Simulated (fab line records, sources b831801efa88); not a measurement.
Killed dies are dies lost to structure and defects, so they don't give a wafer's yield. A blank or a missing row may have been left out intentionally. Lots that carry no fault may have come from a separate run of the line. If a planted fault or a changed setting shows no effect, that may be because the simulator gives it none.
Comparing a struck lot with a sound one	flow gf180mcu	22 out of 602 route steps
Sound: the wafers L390.1, L390.2, L390.3. Wafers struck: L407.3, L407.4, L407.5. The cause is given at the end.
At each step with rows: each side's tool, then ch and its chambers, then its first start. Under that, the readings that differ: sound wafers	struck wafers	difference of the means	sigmas: that difference in standard deviations of wafers without a fault.
alike: words and numbers the same on both sides, and readings whose means are apart by under 2 such deviations; not compared: readings that were withheld, readings missing a value for some wafer, numbers with overlapping values and no deviation given by the record, and bounds like >300 which may hide the same value.
The two part at a step that has a row with sigmas, a row that says differs or no value, or rows on one side only. Numbers that don't overlap but have no deviation are shown without sigmas and don't part them. A reading that every wafer of one side lacks parts them only if that side has two wafers or more.

first, 3 steps without rows for these wafers: GF_M2_STRIP_18 (strips in post etch residue remover, time 1200 s); GF_M2_CLEAN_19 (cleans in DIW); GF_V2_CVD_00 (deposits SiO2, target thk 600 nm, time 100 s).
GF_V2_THK_MEAS_01:
  sound on filmMetro-02 at day 20 15:33; struck on filmMetro-03 at day 26 08:28
  alike: V2_CVD_00_THK
GF_V2_CVD_02: deposits SiO2 from TEOS, target thk 850 nm, time 94.851 s.
  sound on pecvd-01 ch 0,1,2, day 20 15:37; struck on pecvd-01 ch 0,1,2, day 26 08:30
  alike: heaterPowerW
  not compared: sinceWetCleanH
GF_V2_THK_MEAS_03:
  sound on filmMetro-01 at day 20 15:40; struck on filmMetro-02 at day 26 08:35
  alike: V2_CVD_02_THK
GF_V2_CMP_04: polishes SiO2.
  sound on cmp-02 ch 0,1,3, day 20 15:44; struck on cmp-02 ch 0,2, day 26 08:41
reading	sound	struck	difference	sigmas
timeToEndpointS (s)	76 71 78	80 96 93	+15	+3
  alike: motorCurrentA, slurryFlowMlMin
GF_V2_BOW_MEAS_05:
  sound on filmMetro-02 at day 20 16:02; struck on filmMetro-02 at day 26 08:58
  alike: V2_BOW
then, 4 steps without rows for these wafers: GF_V2_DEHYDRATE_06 (time 60 s); GF_V2_HMDS_07 (prime time 60 s); GF_V2_COAT_08; GF_V2_COAT_09 (resist thk 1000 nm).
GF_V2_SOFTBAKE_10: time 60 s.
  sound on lithoTrack-04 ch 0, day 21 04:00; struck on lithoTrack-04 ch 0, day 26 19:00
reading	sound	struck	difference	sigmas
heaterPowerTotalW (W)	93.06 93.07 93.00	98.29 98.24 98.22	+5.21	+90
then, 3 steps without rows for these wafers: GF_V2_EXPOSE_11 (exposes mask Via2, target cd 260 nm); GF_V2_PEB_12 (peb time 90 s); GF_V2_DEVELOP_13 (develop time 60 s).
GF_V2_CD_MEAS_14: the cd target is 260 nm.
  sound on cdSem-01 at day 21 15:46; struck on cdSem-01 at day 27 05:38
reading	sound	struck	difference	sigmas
cdNm (nm)	262.0 261.9 262.0	259.5 259.1 257.7	-3.2	-3
GF_V2_OVL_MEAS_15:
  sound on overlay-01 at day 21 15:53; struck on overlay-02 at day 27 05:43
  alike: V2_OVL
GF_V2_ETCH_16: etches BARC in N2/H2.
  sound on rieDiel-04 ch 0,1,2, day 21 15:55; struck on rieDiel-02 ch 0,3, day 27 05:44
reading	sound	struck	difference	sigmas
model.V2.cdNm (nm)	261.1 261.9 261.1	259.4 259 257.9	-2.6	
  alike: drypumpMotorCurrentA, oesProductAu, throttleValvePct
GF_V2_ETCH_17: etches SiO2 in C4F8/O2/Ar, stops on TiN, target depth 630 nm.
  sound on rieDiel-04 ch 0,1,2; struck on rieDiel-02 ch 0,3
reading	sound	struck	difference	sigmas
model.V2.cdNm (nm)	261.6 261.7 260.1	259.5 258.7 257.8	-2.5	
  alike: oesProductAu
GF_V2_STRIP_18: strips in O2/N2.
  sound on plasmaAsher-02 ch 0,1, day 21 16:03; struck on plasmaAsher-02 ch 0,1, day 27 05:54
  alike: drypumpMotorCurrentA, heaterPowerW, oesProductAu, platenTempC
  not compared: rfHoursCounterH
GF_PASSIVATION_PROBE_99:
  sound wafers here have rows in the record (prober-02, day 30 05:01); struck ones have none

## WHERE THEY PART
First at GF_V2_CMP_04; last, within this record, at GF_PASSIVATION_PROBE_99.

WHY: what the simulator had put in
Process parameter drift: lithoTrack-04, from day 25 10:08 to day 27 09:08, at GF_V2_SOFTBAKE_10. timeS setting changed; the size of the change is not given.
